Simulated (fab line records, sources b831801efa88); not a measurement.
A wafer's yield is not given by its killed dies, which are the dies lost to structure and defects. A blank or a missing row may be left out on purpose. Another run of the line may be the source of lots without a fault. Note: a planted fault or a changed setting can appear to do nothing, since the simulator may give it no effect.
What tool caused it? -- flow sky130 -- 11 lots (33 wafers sampled), 1 step of a 708-step route

## WHAT THE GAUGES SHOWED, per wafer
SKY_SD_N_TW_MEAS_12. Usual: SD_N_TW 3971, standard deviation 37.
lot,measured,on,SD_N_TW,flag
L460,day 28 14:17,film-metro-03,3971 3963 3993,
L461,day 29 00:09,film-metro-03,3950 3938 3950,
L462,day 29 16:58,film-metro-02,3968 3959 3973,
L471,day 32 10:05,film-metro-01,4036 4051 4019,
L472,day 32 20:50,film-metro-01,3995 3989 3971,
L473,day 33 11:01,film-metro-01,4045 4020 4014,
L475,day 34 04:11,film-metro-02,3932 3955 3926,
L477,day 34 08:08,film-metro-02,3966 3961 3933,
L479,day 35 05:31,film-metro-03,3952 3938 3950,
L480,day 35 06:35,film-metro-03,3980 3983 3957,
L481,day 35 11:53,film-metro-01,4008 3964 3988,

## EACH LOT AND THE TOOL THAT RAN IT (in order: tool; ch and the chambers of the sampled wafers; start)
There is no process step in the record ahead of these readings.

## WHAT THE TOOLS THEMSELVES READ (means of the sampled wafers that have a number; where no wafer has one, the mark that the record gives instead)
The record holds no such reading with a usual standard deviation.

## THE ANSWER, worked out from the rows above alone
Rule: take the mean of a lot's wafers that have a number; if it is more than 3 standard deviations from the usual mean, the lot is off. A lot without any number at a reading at which 4 lots or more have one is off too. The other lots that the step has rows for count as sound. After the gauges, taken in route order, come the tools' own readings; for these a lot's mean is taken, as printed above. At the first step where some lot is off, the reading lying furthest off is the one used; lots without a number count as furthest.
No lot is off at any reading shown: from this, nothing can be told.

## WHAT HAD BEEN PUT IN BY THE SIMULATOR
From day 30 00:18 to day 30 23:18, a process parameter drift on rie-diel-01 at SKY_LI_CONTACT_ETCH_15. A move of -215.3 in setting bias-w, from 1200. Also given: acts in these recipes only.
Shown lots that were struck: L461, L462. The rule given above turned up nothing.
